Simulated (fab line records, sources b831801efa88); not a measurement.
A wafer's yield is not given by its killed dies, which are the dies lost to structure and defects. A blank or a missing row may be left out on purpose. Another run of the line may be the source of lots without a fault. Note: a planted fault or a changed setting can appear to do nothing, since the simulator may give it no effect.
Matching of chambers    flow sky130    cmp-01 running SKY_VIA2_CMP_02: 4 sister chambers
The step polishes SiO2. 4 wafers are shown with their chamber, then 7 later ones without.

## WAFERS WITH THEIR CHAMBER
wafer   chamber  motor_current_A (A)
L249.3  2        13.5
L252.2  1        12.9
L254.3  3        13.4
L254.4  0        12.7

## WAFERS MISSING THEIR CHAMBER
wafer   motor_current_A (A)
L254.5  12.2
L253.3  13.2
L253.4  13.1
L253.5  13.0
L255.2  13.5
L255.3  13.9
L255.4  13.1

## WHICH CHAMBER EACH WENT THROUGH
wafer   from the rows above                in truth
L254.5  can't be placed: 0 or 1            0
L253.3  can't be placed: 3 or 1 or 2 or 0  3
L253.4  can't be placed: 1 or 3 or 0 or 2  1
L253.5  can't be placed: 1 or 0 or 3 or 2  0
L255.2  can't be placed: 2 or 3            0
L255.3  can't be placed: 2 or 3            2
L255.4  can't be placed: 1 or 3 or 0 or 2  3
Placed correctly: 0 of 7. Unplaceable from these rows: 7, with the true chamber sitting among the candidates in 6. Wrongly placed: 0.
How it was worked out, from the rows above alone: a wafer's distance from a chamber is the root of the sum, over the readings, of the square of ((its reading less the chamber's mean) divided by the reading's scatter). If the next closest chamber is less than 2 further off than the closest, the wafer can't be placed; otherwise it belongs to the closest. Each chamber's mean is taken over the wafers shown for it. The scatter: root of mean squared gap, hidden wafer to nearest shown wafer, with one shown wafer a chamber.
